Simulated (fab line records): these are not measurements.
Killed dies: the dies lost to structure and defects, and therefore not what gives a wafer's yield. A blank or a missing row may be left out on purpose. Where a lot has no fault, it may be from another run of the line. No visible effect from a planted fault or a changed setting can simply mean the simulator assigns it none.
Which tool is to blame? :: flow gf180mcu :: 7 lots, 21 wafers sampled, at 3 steps of a route of 602

WHAT THE GAUGES READ, wafer by wafer
GF_M1_CD_MEAS_14 targets a cd of 230 nm.
lot: L915
measured: day 17 13:40
on: cd_sem-02
cd_nm (nm): 231.7 230.5 230.4

lot: L918
measured: day 18 17:54
on: cd_sem-02
cd_nm (nm): 230.4 230.3 231.5

lot: L922
measured: day 19 21:43
on: cd_sem-02
cd_nm (nm): 230.7 231.0 230.5

lot: L925
measured: day 20 19:31
on: cd_sem-01
cd_nm (nm): 230.3 230.4 231.3

lot: L932
measured: day 23 15:11
on: cd_sem-02
cd_nm (nm): 229.9 229.1 229.7

lot: L934
measured: day 24 13:31
on: cd_sem-02
cd_nm (nm): 228.2 228.5 229.7

lot: L937
measured: day 25 08:45
on: cd_sem-02
cd_nm (nm): 227.6 229.3 228.7

TOOL THAT RAN EACH LOT (tool first, then ch and the chambers of the sampled wafers, then the start)
lot: L915
GF_VT_IMPLANT_IMPLANT_30: implanter-01 ch 0, day 7 02:32
GF_SALICIDE_RTA_08: rtp_anneal-01 ch 0, day 15 13:31

lot: L918
GF_VT_IMPLANT_IMPLANT_30: implanter-01 ch 0, day 8 00:14
GF_SALICIDE_RTA_08: rtp_anneal-01 ch 0, day 16 16:52

lot: L922
GF_VT_IMPLANT_IMPLANT_30: implanter-01 ch 0, day 8 22:25
GF_SALICIDE_RTA_08: rtp_anneal-01 ch 0, day 17 20:30

lot: L925
GF_VT_IMPLANT_IMPLANT_30: implanter-01 ch 0, day 9 15:37
GF_SALICIDE_RTA_08: rtp_anneal-02 ch 0, day 18 17:54

lot: L932
GF_VT_IMPLANT_IMPLANT_30: implanter-03 ch 0, day 11 20:02
GF_SALICIDE_RTA_08: rtp_anneal-02 ch 0, day 21 15:59

lot: L934
GF_VT_IMPLANT_IMPLANT_30: implanter-01 ch 0, day 12 13:22
GF_SALICIDE_RTA_08: rtp_anneal-02 ch 0, day 22 14:22

lot: L937
GF_VT_IMPLANT_IMPLANT_30: implanter-01 ch 0, day 13 10:28
GF_SALICIDE_RTA_08: rtp_anneal-01 ch 0, day 23 11:19
- GF_VT_IMPLANT_IMPLANT_30
- GF_SALICIDE_RTA_08: time 30 s.

THE ANSWER, worked out from the rows above alone
Rule: usual is defined by the lots themselves. Put in order of their means at a reading, lots are off if they are a third of the lots or fewer, leave a main group of 4 or more, and stand apart from it by a gap of 3 or more times the standard deviation of the main group's means; of several such gaps the widest counts. A main group whose means are all the same, to the digits that the tables above print for the reading, isn't used. A lot without any number at a reading at which 4 lots or more have one is off too. All remaining lots with rows at the step are treated as sound.
No lot is off at any reading shown: from this, nothing can be told.

WHAT WAS PUT IN BY THE SIMULATOR
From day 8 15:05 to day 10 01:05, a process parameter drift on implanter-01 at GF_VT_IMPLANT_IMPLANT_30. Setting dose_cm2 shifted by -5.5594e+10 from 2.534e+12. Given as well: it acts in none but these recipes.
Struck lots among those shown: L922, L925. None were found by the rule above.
